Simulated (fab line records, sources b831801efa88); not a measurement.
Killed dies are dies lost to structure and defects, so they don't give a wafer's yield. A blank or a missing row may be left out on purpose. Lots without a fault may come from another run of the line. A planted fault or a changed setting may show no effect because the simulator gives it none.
Which tool did it? | flow sky130 | 24 lots, 72 wafers sampled, at 2 steps of a route of 708

WHAT THE GAUGES READ, wafer by wafer
SKY_VT_ADJUST_HVTP_TW_MEAS_11. Usual: VT_ADJUST_HVTP_TW 1351, standard deviation 6.8.
lot  | measured     | on            | VT_ADJUST_HVTP_TW | flag
L074 | day 5 23:26  | film_metro-02 | 1354 1357 1349    |
L075 | day 6 07:59  | film_metro-01 | 1356 1364 1348    |
L076 | day 6 13:05  | film_metro-02 | 1355 1354 1353    |
L077 | day 6 21:08  | film_metro-01 | 1347 1344 1353    |
L079 | day 7 12:20  | film_metro-02 | 1350 1355 1359    |
L078 | day 7 12:49  | film_metro-01 | 1338 1343 1338    |
L080 | day 8 05:35  | film_metro-01 | 1346 1341 1345    |
L081 | day 8 05:52  | film_metro-04 | 1345 1346 1347    |
L082 | day 8 15:40  | film_metro-02 | 1355 1345 1345    |
L083 | day 8 20:26  | film_metro-02 | 1341 1346 1344    |
L084 | day 9 06:45  | film_metro-04 | 1354 1359 1349    |
L086 | day 9 10:22  | film_metro-02 | 1353 1343 1347    |
L085 | day 9 10:40  | film_metro-01 | 1345 1347 1341    |
L087 | day 9 13:37  | film_metro-04 | 1356 1358 1358    |
L089 | day 9 22:55  | film_metro-02 | 1349 1349 1360    |
L088 | day 9 23:40  | film_metro-01 | 1346 1343 1336    |
L090 | day 10 11:01 | film_metro-02 | 1352 1361 1352    |
L091 | day 10 14:26 | film_metro-02 | 1356 1354 1362    |
L092 | day 10 19:13 | film_metro-01 | 1345 1343 1351    |
L093 | day 11 02:12 | film_metro-01 | 1358 1366 1362    |
L094 | day 11 08:53 | film_metro-02 | 1356 1349 1359    |
L095 | day 11 15:57 | film_metro-01 | 1362 1360 1364    |
L096 | day 11 23:10 | film_metro-02 | 1356 1352 1349    |
L097 | day 12 07:20 | film_metro-02 | 1351 1347 1350    |

SKY_VT_ADJUST_NCORE_CD_MEAS_07: target cd 380 nm. Usual: cd_nm 380.0 nm, standard deviation 2.2.
lot  | measured     | on        | cd_nm (nm)        | flag
L074 | day 8 10:37  | cd_sem-02 | 378.6 377.4 377.8 |
L075 | day 8 21:02  | cd_sem-02 | 381.1 380.0 378.2 |
L076 | day 9 01:07  | cd_sem-01 | 379.1 379.8 378.7 |
L077 | day 9 11:14  | cd_sem-01 | 379.3 380.7 379.8 |
L079 | day 10 03:26 | cd_sem-01 | 379.3 378.8 378.0 |
L078 | day 10 05:16 | cd_sem-02 | 379.3 381.7 379.4 |
L080 | day 11 00:13 | cd_sem-02 | 381.9 375.1 380.0 |
L081 | day 11 00:52 | cd_sem-01 | 383.7 380.5 381.6 |
L082 | day 11 12:00 | cd_sem-01 | 377.5 377.8 378.8 |
L083 | day 11 17:20 | cd_sem-01 | 377.0 377.0 376.2 |
L084 | day 12 05:38 | cd_sem-01 | 383.3 386.9 383.1 |
L086 | day 12 08:16 | cd_sem-01 | 379.9 380.2 381.6 |
L085 | day 12 08:34 | cd_sem-01 | 379.3 377.2 375.8 |
L087 | day 12 13:27 | cd_sem-01 | 379.7 377.1 375.7 |
L089 | day 12 21:55 | cd_sem-02 | 380.8 382.1 381.0 |
L088 | day 13 00:04 | cd_sem-02 | 379.8 381.3 379.3 |
L090 | day 13 13:17 | cd_sem-01 | 377.4 379.1 377.8 |
L091 | day 13 15:59 | cd_sem-01 | 382.1 383.7 381.8 |
L092 | day 13 22:22 | cd_sem-01 | 378.6 380.3 380.4 |
L093 | day 14 05:16 | cd_sem-02 | 383.2 384.7 384.2 |
L094 | day 14 12:53 | cd_sem-01 | 381.7 383.2 382.9 |
L095 | day 14 19:43 | cd_sem-02 | 378.4 379.2 378.0 |
L096 | day 15 04:49 | cd_sem-01 | 379.8 380.4 382.6 |
L097 | day 15 14:43 | cd_sem-02 | 379.8 377.7 379.4 |

WHICH TOOL RAN EACH LOT (tool, then ch and the chambers of the sampled wafers, then the start)
The record holds no process step before these readings.

WHAT THE TOOLS THEMSELVES READ (means of the sampled wafers that have a number; where no wafer has one, the mark that the record gives instead)
The record holds no such reading with a usual standard deviation.

THE ANSWER, worked out from the rows above alone
Rule: a lot is off if the mean of its wafers that have a number lies more than 3 standard deviations from the usual mean. A lot without any number at a reading at which 4 lots or more have one is off too. The other lots that the step has rows for count as sound. The gauges are gone through in route order, then the tools' own readings, and for those a lot's mean is taken as printed above. The first step at which some lot is off is used, and at that step the reading that is off furthest; a lot without a number counts as furthest.
No lot is off at any reading shown: from this, nothing can be told.

WHAT THE SIMULATOR HAD PUT IN
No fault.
